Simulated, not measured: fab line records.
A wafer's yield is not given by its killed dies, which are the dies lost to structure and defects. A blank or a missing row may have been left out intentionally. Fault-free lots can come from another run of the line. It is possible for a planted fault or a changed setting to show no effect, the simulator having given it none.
Matching of chambers    flow sfq line    SFQ_TRILAYER_I6_VIA_ETCH_VIA_ETCH_172 on rie diel-02 has 4 sister chambers
The step etches SiO2 in CHF3, stops on Nb, target depth 260 nm. 4 wafers are shown with their chamber, then 10 later ones without.

== WAFERS WITH THEIR CHAMBER ==
wafer   chamber  drypump motor current A (A)
L344.3  3        6.4
L346.5  1        6.0
L348.1  0        5.6
L348.4  2        5.3

== WAFERS MISSING THEIR CHAMBER ==
wafer   drypump motor current A (A)
L348.6  5.9
L350.3  5.3
L350.4  6.0
L350.6  5.3
L351.3  5.6
L351.5  5.3
L351.6  6.0
L352.1  5.9
L352.3  5.3
L352.4  6.4

== CHAMBER TAKEN BY EACH ==
wafer   from the rows above  in truth
L348.6  1                    1
L350.3  2                    2
L350.4  1                    1
L350.6  2                    2
L351.3  0                    0
L351.5  2                    2
L351.6  1                    1
L352.1  1                    1
L352.3  2                    2
L352.4  3                    3
Placed correctly: 10 of 10. From these rows, 0 cannot be placed. Placed wrongly: 0.
How it was worked out, from the rows above alone: a wafer's distance from a chamber is the root of the sum, over the readings, of the square of ((its reading less the chamber's mean) divided by the reading's scatter). If the next closest chamber is less than 2 further off than the closest, the wafer can't be placed; otherwise it belongs to the closest. A chamber's mean is the mean of its shown wafers. The scatter: with one shown wafer a chamber, the root of the mean of the squares of how far each hidden wafer lies from its nearest shown one.
